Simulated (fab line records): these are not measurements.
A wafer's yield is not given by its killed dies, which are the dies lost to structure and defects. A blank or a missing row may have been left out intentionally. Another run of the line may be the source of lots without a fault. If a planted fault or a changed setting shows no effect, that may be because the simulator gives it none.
Comparing a struck lot with a sound one	flow gf180mcu	30 out of 602 route steps
Sound: wafers L498.3, L498.4, L498.5. Struck: wafer L506.5; the same lot's L506.1 was not struck, so it is left out; see the end for the cause.
For every step that has rows: the tool of each side, followed by ch and its chambers, followed by its first start. Under that, the readings that differ: sound wafers	struck wafers	difference of the means	sigmas: that difference in standard deviations of wafers without a fault.
alike: words and numbers the same on both sides, and readings whose means are apart by under 2 such deviations; not compared: readings that were withheld, readings missing a value for some wafer, numbers with overlapping values and no deviation given by the record, and bounds like >300 which may hide the same value.
The two part at a step that has a row with sigmas, a row that says differs or no value, or rows on one side only. When numbers do not overlap yet have no deviation, they are printed without sigmas and do not part them. Lack of a reading on every wafer of one side parts them only where that side has two or more wafers.

first, 3 steps without rows for these wafers: GF_PSD_EXPOSE_04 (exposes mask Pplus, target cd 400 nm); GF_PSD_PEB_05; GF_PSD_DEVELOP_06 (develop time 60 s).
GF_PSD_CD_MEAS_07: target cd 400 nm.
  sound on cd-sem-02 at day 16 11:38; struck on cd-sem-02 at day 19 06:44
  alike: cd-nm
GF_PSD_OVL_MEAS_08:
  sound on overlay-02 at day 16 11:43; struck on overlay-01 at day 19 06:51
  alike: PSD_OVL
following that, these wafers have no rows for 1 step: GF_PSD_IMPLANT_09.
GF_PSD_STRIP_10: strips in O2/N2.
  sound on plasma-asher-02 ch 0,1, day 16 11:56; struck on plasma-asher-01 ch 0, day 19 07:02
  alike: drypump-motor-current-A, heater-power-w, o2-flow-sccm, oes-product-au, strip-time-to-endpoint-s
  not compared: rf-hours-counter-h
GF_PSD_TW_MEAS_11:
  sound on film-metro-02 at day 16 12:01; struck on film-metro-02 at day 19 07:08
  alike: PSD_TW
then, 1 step without rows for these wafers: GF_PSD_CLEAN_12 (cleans in SC1/SC2, time 150 s).
GF_PSD_RTA_13: time 20 s.
  sound on rtp-anneal-02 ch 0, day 16 12:08; struck on rtp-anneal-01 ch 0, day 19 07:16
reading	sound	struck	difference	sigmas
lamp-power-pct (%)	34.2 34.2 34.2	33.0	-1.2	-2
  alike: wafer_temp_C_max
GF_PSD_RS_MEAS_14: measurement is done with a four-point probe.
  sound on film-metro-01 at day 16 12:14; struck on film-metro-04 at day 19 07:20
  alike: NSD_RS
GF_PSD_RS_MEAS_15: measurement is done with a four-point probe.
  sound on film-metro-01 at day 16 12:21; struck on film-metro-04 at day 19 07:28
  alike: PSD_RS
GF_SAB_CVD_00: deposits SiO2 from TEOS, target thk 50 nm, time 4.9302 s.
  sound on pecvd-02 ch 1,2, day 16 12:26; struck on pecvd-02 ch 2, day 19 07:35
reading	sound	struck	difference	sigmas
model.SiO2_of_SAB_CVD_00.thk-nm (nm)	49.7 49.84 50.28	84.68	+34.74	
  alike: heater-power-w
GF_SAB_THK_MEAS_01:
  sound on film-metro-03 at day 16 12:28; struck on film-metro-04 at day 19 07:36
reading	sound	struck	difference	sigmas
SAB_CVD_00_THK (nm)	49.8 49.8 50.3	84.7	+34.7	+54
then, 7 steps without rows for these wafers: GF_SAB_DEHYDRATE_02 (time 60 s); GF_SAB_HMDS_03 (prime time 60 s); GF_SAB_COAT_04 (resist thk 1000 nm); GF_SAB_SOFTBAKE_05 (time 60 s); GF_SAB_EXPOSE_06 (exposes mask SAB, target cd 420 nm); GF_SAB_PEB_07; GF_SAB_DEVELOP_08 (develop time 60 s).
GF_SAB_CD_MEAS_09: target cd 420 nm.
  sound on cd-sem-01 at day 17 11:02; struck on cd-sem-02 at day 20 07:47
reading	sound	struck	difference	sigmas
cd-nm (nm)	425.5 424.9 424.4	419.7	-5.2	-3
GF_SAB_OVL_MEAS_10:
  sound on overlay-01 at day 17 11:08; struck on overlay-01 at day 20 07:55
  alike: SAB_OVL
GF_SAB_ETCH_11: etches SiO2 in C4F8/O2/Ar, target depth 55 nm, time 8.5 s.
  sound on rie-diel-02 ch 0,2,3, day 17 11:10; struck on rie-diel-03 ch 1, day 20 07:57
  alike: oes-product-au
  not compared: rf-hours-counter-h
then, 1 step without rows for these wafers: GF_SAB_WET_ETCH_12 (etches SiO2 in dHF, target depth 22 nm, time 440 s).
GF_SAB_STRIP_13: strips in O2/N2.
  sound on plasma-asher-02 ch 0,1, day 17 11:23; struck on plasma-asher-01 ch 1, day 20 08:07
reading	sound	struck	difference	sigmas
o2-flow-sccm (sccm)	2987 2993 2992	3009	+18	+2
  alike: drypump-motor-current-A, heater-power-w, oes-product-au, strip-time-to-endpoint-s
  not compared: rf-hours-counter-h
then, 1 step without rows for these wafers: GF_SALICIDE_CLEAN_00 (cleans in SC1/SC2, time 150 s).
GF_SALICIDE_WET_ETCH_01: etches SiO2 in dHF, target depth 5 nm, time 100 s.
  sound on wet-bench-03 ch 2, day 17 11:30; struck on wet-bench-01 ch 2, day 20 08:16
reading	sound	struck	difference	sigmas
model.SiO2_of_SAB_CVD_00.thk-nm (nm)	39.05 39.19 39.61	74.26	+34.98	
  alike: temp-c
GF_SALICIDE_SPUTTER_02: material Co, target thk 10 nm, time 20 s.
  sound on pvd-sputter-03 at day 17 11:32; struck on pvd-sputter-02 at day 20 08:18
  alike: throttle-valve-pct
GF_PASSIVATION_PROBE_99:
  rows exist in the record for the sound wafers here (prober-02, day 30 23:06), none for the struck ones

== WHERE THEY PART ==
Last at GF_PASSIVATION_PROBE_99 as far as this record goes, first at GF_PSD_RTA_13.

WHY: what the simulator had put in
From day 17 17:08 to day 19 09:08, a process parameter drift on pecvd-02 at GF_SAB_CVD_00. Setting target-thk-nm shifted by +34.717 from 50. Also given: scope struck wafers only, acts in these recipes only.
